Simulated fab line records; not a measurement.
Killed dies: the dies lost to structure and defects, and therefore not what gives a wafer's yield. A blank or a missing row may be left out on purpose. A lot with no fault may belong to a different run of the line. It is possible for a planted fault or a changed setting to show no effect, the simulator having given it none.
Chamber matching | flow sky130 | 4 sister chambers for SKY_LI_CONTACT_ETCH_14 on rieDiel-04
The step etches BARC in N2/H2, stops on SiO2, time 45.9 s, target depth 60 nm. 14 wafers are shown with their chamber, then 7 later ones without.

== EACH WAFER AND ITS CHAMBER ==
wafer  | chamber | drypumpMotorCurrentA (A) | h2FlowSccm (sccm) | oesProductAu (a.u.)
L968.1 | 3       | 5.5                      | 201.2             | 0.855
L968.3 | 2       | 5.5                      | 200.2             | 0.856
L968.5 | 1       | 5.5                      | 199.8             | 0.857
L969.1 | 3       | 5.4                      | 199.8             | 0.863
L969.3 | 1       | 5.5                      | 199.5             | 0.847
L969.4 | 2       | 5.5                      | 200.0             | 0.854
L970.2 | 1       | 5.5                      | 199.1             | 0.853
L970.3 | 2       | 5.5                      | 200.3             | 0.851
L970.4 | 3       | 5.4                      | 200.6             | 0.856
L973.3 | 0       | 6.2                      | 200.2             | 0.862
L973.4 | 1       | 5.5                      | 198.8             | 0.855
L973.5 | 3       | 5.4                      | 200.5             | 0.857
L981.2 | 2       | 5.5                      | 199.8             | 0.862
L981.3 | 0       | 6.2                      | 200.5             | 0.860

SIGNATURES, as means of the wafers listed above
reading              | chamber 0 | chamber 1 | chamber 2 | chamber 3 | scatter within a chamber
drypumpMotorCurrentA | 6.200     | 5.500     | 5.500     | 5.425     | 0.0274
h2FlowSccm           | 200.350   | 199.300   | 200.075   | 200.525   | 0.42
oesProductAu         | 0.86100   | 0.85300   | 0.85575   | 0.85775   | 0.00402
Rule: a wafer lies at a distance from a chamber equal to the root of the sum of squares, over the readings, of (its reading less the chamber's mean, divided by the reading's scatter). If the next closest chamber is less than 2 further off than the closest, the wafer can't be placed; otherwise it belongs to the closest. The scatter is the square root of a quotient: the sum, over the shown wafers, of each reading's squared deviation from its chamber's mean, divided by wafers minus chambers.

== WAFERS WITHOUT THEIR CHAMBER ==
wafer  | drypumpMotorCurrentA (A) | h2FlowSccm (sccm) | oesProductAu (a.u.)
L981.5 | 5.4                      | 199.7             | 0.847
L982.2 | 5.5                      | 199.0             | 0.853
L982.5 | 5.5                      | 199.4             | 0.850
L982.6 | 5.5                      | 200.7             | 0.850
L991.4 | 5.4                      | 200.8             | 0.862
L991.5 | 5.5                      | 199.8             | 0.852
L991.6 | 5.4                      | 199.8             | 0.855

== CHAMBER TAKEN BY EACH ==
wafer  | from the rows above          | in truth
L981.5 | can't be placed: 3 or 1 or 2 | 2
L982.2 | can't be placed: 1 or 2      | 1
L982.5 | can't be placed: 1 or 2      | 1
L982.6 | can't be placed: 2 or 3 or 1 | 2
L991.4 | 3                            | 3
L991.5 | can't be placed: 2 or 1      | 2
L991.6 | can't be placed: 3 or 2 or 1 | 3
Correct placement for 1 of the 7. These rows do not allow placing 6 (true chamber among the candidates in 6). 0 placed wrongly.
